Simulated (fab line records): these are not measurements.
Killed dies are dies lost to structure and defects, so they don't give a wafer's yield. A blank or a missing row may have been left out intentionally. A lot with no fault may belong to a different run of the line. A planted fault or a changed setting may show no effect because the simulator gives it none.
A struck lot beside a sound one    flow sky130    17 out of 708 route steps
Sound: wafers L561.4, L561.5, L561.6. Struck: wafers L557.3, L557.4, L557.5. The cause is given at the end.
Order at every step that has rows: each side's tool, ch and its chambers, its first start. Under that, the readings that differ: sound wafers    struck wafers    difference of the means    sigmas: that difference in standard deviations of wafers without a fault.
alike: readings with means less than 2 such deviations apart, plus words and numbers identical on both sides. not compared: withheld readings, readings lacking a value on some wafer, bounds such as >300 that could conceal the same value, and numbers that have no deviation in the record and whose values overlap.
A row with sigmas, a row that says differs or no value, or rows on one side alone: a step with any of these is where the two part. Numbers that don't overlap but have no deviation are shown without sigmas and don't part them. Lack of a reading on every wafer of one side parts them only where that side has two or more wafers.

first, 5 steps without rows for these wafers: SKY_FIELD_ISO_WET_ETCH_28 (etches SiO2 in dHF, target depth 23.7 nm, time 47 s); SKY_FIELD_ISO_WET_ETCH_29 (etches Si3N4 in H3PO4, target depth 160 nm, time 1825 s); SKY_FIELD_ISO_WET_ETCH_30 (etches SiO2 in dHF, target depth 25 nm, time 50 s); SKY_NWELL_CLEAN_00 (cleans in SC1/SC2, time 150 s); SKY_NWELL_OXIDATION_01 (stabilise 600 s, purge 300 s, target thk 10 nm).
SKY_NWELL_THK_MEAS_02:
  sound on film metro-03, day 7 12:08; struck on film metro-04, day 6 17:41
  alike: NWELL_OXIDATION_THK
then, 6 steps without rows for these wafers: SKY_DNWELL_DEHYDRATE_00 (time 60 s); SKY_DNWELL_HMDS_01 (prime time 60 s); SKY_DNWELL_COAT_02 (resist thk 3000 nm); SKY_DNWELL_SOFTBAKE_03; SKY_DNWELL_EXPOSE_04 (exposes mask DNM, target cd 3000 nm); SKY_DNWELL_PEB_05.
SKY_DNWELL_DEVELOP_06: develop time 60 s.
  struck on litho track-03, day 7 12:00; sound on litho track-02 ch 0, day 8 08:00
  no value came back on the struck wafers for chill plate temp C (C), develop time s (s); on the sound wafers chill plate temp C (C) reads 23.07 23.00 23.07
then, 1 step without rows for these wafers: SKY_DNWELL_IMPLANT_07.
SKY_DNWELL_STRIP_08: strips in O2/N2.
  sound on plasma asher-03 ch 0,1, day 8 08:58; struck on plasma asher-01 ch 0,1, day 7 12:56
  alike: drypump motor current A, oes product au, strip time to endpoint s
  not compared: rf hours counter h
SKY_DNWELL_TW_MEAS_09:
  sound on film metro-04, day 8 09:04; struck on film metro-01, day 7 13:01
reading    sound           struck    difference  sigmas
DNWELL_TW  1122 1121 1122  30 30 30  -1092       -99 or more
then, 1 step without rows for these wafers: SKY_PWDE_DEHYDRATE_00 (time 60 s).

WHERE THEY PART
First at SKY_DNWELL_DEVELOP_06; last, within this record, at SKY_DNWELL_TW_MEAS_09.

WHY: whatever the simulator had introduced
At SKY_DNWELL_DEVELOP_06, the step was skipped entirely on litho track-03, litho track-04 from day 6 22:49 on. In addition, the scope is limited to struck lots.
